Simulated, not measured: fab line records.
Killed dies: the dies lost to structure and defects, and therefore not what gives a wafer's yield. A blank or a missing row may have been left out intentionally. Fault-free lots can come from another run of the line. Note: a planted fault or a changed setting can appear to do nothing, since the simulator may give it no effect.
Code-filled problem report in 8D (eight disciplines) form -- flow sky130 -- the parts of the form that need people (team, actions taken, sign-off) are left out

## 1. WHAT IS WRONG
Wafers without a fault read 0.854 a.u., standard deviation 0.0051; oes product au at SKY_LOCAL_INTERCONNECT_ETCH_13 reads a mean of 0.901 a.u. on 3 wafers belonging to 3 lots. That puts it +9.2 standard deviations away from the usual mean.
The step: etches BARC in N2/H2, stops on SiO2, time 45.9 s, target depth 60 nm.
First seen on wafer L433.4, day 35 20:59, on rie metal-03. The record holds 39 wafers of 14 lots with a number at this step. Rule for "out" (also "out of limits"): further than 4 standard deviations from the usual mean. Any other wafer with a number is counted as sound.

## 2. WHAT IT IS AND WHAT IT IS NOT
question,is,is not
which readings at this step,"oes product au, run length s","drypump motor current A, throttle valve pct"
which lots,"L433, L434, L435","L416, L418, L421, L424, L425, L426, L428, L429, L430, L432, L439"
which wafers of those lots,"L433.4, L434.2, L435.2","L433.5, L434.5, L435.3"
read on which tools,rie metal-03,"rie metal-01, rie metal-04"
when,from day 35 20:59,"up to then (31 sound wafers); but 5 sound wafers of L434, L435, L439 came after"

## 3. SUSPECTS, AND WHAT RULES EACH OUT
Counting: if a tool at a process step up to the reading ran every lot that is out, it stays a suspect. Sound lots after the first of them don't rule it out here, since some wafers of a struck lot are sound.
- rie metal-03 at SKY_LOCAL_INTERCONNECT_ETCH_13 (etches BARC in N2/H2, stops on SiO2, time 45.9 s, target depth 60 nm): kept. Every lot that is out went through it, the first being L433 (day 35 20:59); the last sound lot it ran before that was L432 (day 35 10:32). Its own readings are out on those wafers: oes product au, run length s.
Left after counting: rie metal-03 at SKY_LOCAL_INTERCONNECT_ETCH_13.

## 4. THE CAUSE (what the simulator had put in)
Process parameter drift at SKY_LOCAL_INTERCONNECT_ETCH_13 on rie metal-03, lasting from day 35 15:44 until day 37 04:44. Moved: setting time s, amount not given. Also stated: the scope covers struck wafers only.
Only this tool survived the counting.

## 5. SEQUENCE OF EFFECTS, ordered by route
Each row: a reading whose mean over the struck wafers that have a number lies more than 3 standard deviations from the usual. Only readings whose record carries a usual standard deviation are examined. hours: median over the lots of the time between each lot's start at the first step of this table that gives one and its start at this step. sigmas: the change, counted in usual standard deviations.
hours,step,reading,usual,on struck wafers,change,sigmas
0,SKY_LOCAL_INTERCONNECT_ETCH_13,oes product au,0.854 a.u.,0.901,+0.047,+9.2
0,SKY_LOCAL_INTERCONNECT_ETCH_13,run length s,73.9 s,71.8,-2.1,-5.9
The process steps in it:
- SKY_LOCAL_INTERCONNECT_ETCH_13: etches BARC in N2/H2, stops on SiO2, time 45.9 s, target depth 60 nm.

## 6. WHAT WOULD HAVE CAUGHT IT SOONER
The fault began at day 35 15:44; the first out-of-limits reading in this record came at day 35 20:59, 5 hours later.
